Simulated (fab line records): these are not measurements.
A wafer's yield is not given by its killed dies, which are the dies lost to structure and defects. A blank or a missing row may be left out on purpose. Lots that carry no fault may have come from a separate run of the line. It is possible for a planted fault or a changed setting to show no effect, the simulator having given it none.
Which tool is to blame? ; flow sky130 ; Sampling: 11 lots, 33 wafers, 6 of 708 route steps

== WHAT THE GAUGES READ, wafer by wafer ==
SKY_SONOS_ONO_OVL_MEAS_14.
lot;measured;on;SONOS_ONO_OVL (nm)
L902;day 14 06:20;overlay-02;-2.4 -3.5 -0.4
L904;day 14 20:43;overlay-01;-0.9 -1.2 0.4
L906;day 15 03:44;overlay-01;1.9 -0.9 0.0
L907;day 15 15:16;overlay-01;-0.1 0.3 -0.5
L908;day 15 19:05;overlay-01;-1.1 -1.3 -1.2
L909;day 16 07:21;overlay-01;-3.2 0.0 -1.0
L913;day 17 16:53;overlay-01;-0.9 1.9 1.4
L914;day 17 23:52;overlay-02;-0.8 1.3 0.7
L915;day 18 01:43;overlay-02;-0.8 -1.4 0.1
L916;day 18 09:47;overlay-01;-3.7 -0.1 0.7
L922;day 20 18:26;overlay-01;-0.1 -0.8 -1.3

SKY_GATE_OXIDE_THK_MEAS_02.
lot;measured;on;GATE_OXIDE_OXIDATION_00_THK (nm)
L902;day 14 09:25;film_metro-03;10.24 10.43 10.39
L904;day 14 23:38;film_metro-03;10.13 10.20 10.05
L906;day 15 06:37;film_metro-04;9.94 9.89 9.84
L907;day 15 19:08;film_metro-04;10.07 10.03 10.13
L908;day 15 21:48;film_metro-03;10.15 10.39 9.96
L909;day 16 09:07;film_metro-04;10.03 10.26 10.13
L913;day 17 19:42;film_metro-04;10.44 10.27 10.16
L914;day 18 02:08;film_metro-03;10.18 10.43 10.51
L915;day 18 04:43;film_metro-03;10.30 10.46 10.05
L916;day 18 13:16;film_metro-03;10.13 10.10 10.13
L922;day 20 20:12;film_metro-03;10.44 10.23 10.30

SKY_POLY_GATE_THK_MEAS_04.
lot;measured;on;POLY_GATE_CVD_03_THK (nm)
L902;day 16 21:19;film_metro-03;75.6 75.9 75.6
L904;day 17 13:21;film_metro-01;75.6 76.8 76.3
L906;day 17 23:13;film_metro-03;76.4 76.1 76.7
L907;day 18 11:47;film_metro-01;75.5 75.3 75.7
L908;day 18 17:10;film_metro-01;75.3 75.6 75.6
L909;day 19 01:42;film_metro-02;75.2 75.3 75.5
L913;day 20 12:43;film_metro-01;74.6 74.8 74.6
L914;day 20 20:57;film_metro-02;75.4 74.8 75.4
L915;day 20 23:43;film_metro-01;74.7 74.4 75.3
L916;day 21 08:35;film_metro-03;76.1 75.5 76.0
L922;day 23 14:48;film_metro-02;75.9 75.4 75.3

SKY_LDD_N_TW_MEAS_17.
lot;measured;on;LDD_N_TW
L902;day 19 15:27;film_metro-03;2596 2596 2596
L904;day 20 04:37;film_metro-02;2557 2562 2554
L906;day 20 15:00;film_metro-04;2598 2599 2599
L907;day 21 05:50;film_metro-02;2564 2555 2566
L908;day 21 09:22;film_metro-02;2566 2565 2558
L909;day 21 19:22;film_metro-03;2585 2576 2586
L913;day 23 05:39;film_metro-02;2547 2539 2535
L914;day 23 13:02;film_metro-04;2609 2610 2608
L915;day 23 16:01;film_metro-03;3055 3063 3079
L916;day 23 23:55;film_metro-02;2988 3007 3005
L922;day 26 05:54;film_metro-03;2572 2583 2575

== WHAT TOOL EACH LOT RAN ON (gives the tool, then ch and the chambers of the sampled wafers, and finally the start) ==
lot;SKY_LDD_N_IMPLANT_08;SKY_LDD_N_STRIP_16
L902;implanter-02 ch 0, day 19 14:09;plasma_asher-01 ch 0,1, day 19 15:21
L904;implanter-03 ch 0, day 20 03:21;plasma_asher-04 ch 0,1, day 20 04:32
L906;implanter-03 ch 0, day 20 13:42;plasma_asher-02 ch 0,1, day 20 14:54
L907;implanter-04 ch 0, day 21 04:34;plasma_asher-04 ch 0,1, day 21 05:44
L908;implanter-02 ch 0, day 21 08:04;plasma_asher-04 ch 0,1, day 21 09:16
L909;implanter-03 ch 0, day 21 18:04;plasma_asher-01 ch 0,1, day 21 19:16
L913;implanter-03 ch 0, day 23 04:21;plasma_asher-02 ch 0,1, day 23 05:33
L914;implanter-02 ch 0, day 23 11:44;plasma_asher-01 ch 0, day 23 12:56
L915;implanter-03 ch 0, day 23 14:44;plasma_asher-04 ch 0,1, day 23 15:55
L916;implanter-03 ch 0, day 23 22:37;plasma_asher-02 ch 0,1, day 23 23:49
L922;implanter-04 ch 0, day 26 04:36;plasma_asher-01 ch 0,1, day 26 05:48
- SKY_LDD_N_IMPLANT_08
- SKY_LDD_N_STRIP_16: strips in O2/N2.

== AS READ BY THE TOOLS THEMSELVES (means over the sampled wafers that have a number; for cases with no such wafer, the mark the record gives instead) ==
SKY_LDD_N_IMPLANT_08.
lot;tool;beam_on_s (s);dose_ions_cm2;faraday_current_uA
L902;implanter-02;9.99;7.501e+13;423
L904;implanter-03;10.04;7.502e+13;421
L906;implanter-03;10.04;7.505e+13;422
L907;implanter-04;10.15;7.507e+13;417
L908;implanter-02;10.06;7.508e+13;421
L909;implanter-03;10.07;7.496e+13;421
L913;implanter-03;9.74;7.504e+13;433
L914;implanter-02;10.15;7.514e+13;417
L915;implanter-03;78.19;9.031e+14;651
L916;implanter-03;79.05;9.028e+14;645
L922;implanter-04;9.86;7.494e+13;428

SKY_LDD_N_STRIP_16.
lot;tool;drypump_motor_current_A (A);oes_product_au (a.u.);strip_time_to_endpoint_s (s)
L902;plasma_asher-01;5.7;0.406;4.319
L904;plasma_asher-04;5.5;0.406;4.314
L906;plasma_asher-02;5.6;0.407;4.289
L907;plasma_asher-04;5.5;0.408;4.320
L908;plasma_asher-04;5.4;0.411;4.313
L909;plasma_asher-01;5.7;0.411;4.315
L913;plasma_asher-02;6.0;0.407;4.292
L914;plasma_asher-01;5.8;0.409;4.314
L915;plasma_asher-04;5.4;0.407;5.950
L916;plasma_asher-02;5.6;0.402;5.959
L922;plasma_asher-01;5.8;0.411;4.331

== THE ANSWER, worked out from the rows above alone ==
Rule: the lots themselves supply what counts as usual. The widest of any qualifying gaps counts: lots, ordered by their means at a reading, are off when they make up no more than a third of the lots, leave a main group of 4 or more, and stand apart from it by 3 or more times the standard deviation of that group's means. Not used: any main group whose means are identical at the precision the tables above print for the reading. Also off: a lot with no number at a reading for which 4 or more lots have one. Where the step has rows for the other lots, those lots are counted as sound. The gauges are gone through in route order, then the tools' own readings, and for those a lot's mean is taken as printed above. The first step at which some lot is off is used, and at that step the reading that is off furthest; a lot without a number counts as furthest.
Off: L915, L916, seen at SKY_LDD_N_TW_MEAS_17 (LDD_N_TW). Mean 2576 and standard deviation 21 in the main group.
A tool fits if, at a process step before that reading, it ran every lot that is off, and no sound lot after the first of them. The gauges at SKY_LDD_N_TW_MEAS_17 aren't tried: what is off there is off at SKY_LDD_N_IMPLANT_08 too, on other tools, and a gauge's error can't cause that. One candidate fits, namely implanter-03 at SKY_LDD_N_IMPLANT_08. A fault onset in the window from L913 (day 23 04:21, its last sound lot) to L915 (day 23 14:44, its first lot off) fits.
The tool's own readings at SKY_LDD_N_IMPLANT_08 bear it out: on the lots that are off they differ by more than 5 times the standard deviation of the sound lots' means. beam_on_s reads 78.62 s there against 10.01 s on the sound lots; dose_ions_cm2 reads 9.030e+14 there against 7.503e+13 on the sound lots; faraday_current_uA reads 648 there against 423 on the sound lots.

== WHAT THE SIMULATOR PUT IN ==
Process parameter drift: implanter-03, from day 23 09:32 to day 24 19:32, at SKY_LDD_N_IMPLANT_08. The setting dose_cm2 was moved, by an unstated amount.
Lots struck among those shown: L915, L916. This agrees with what the rule above found.
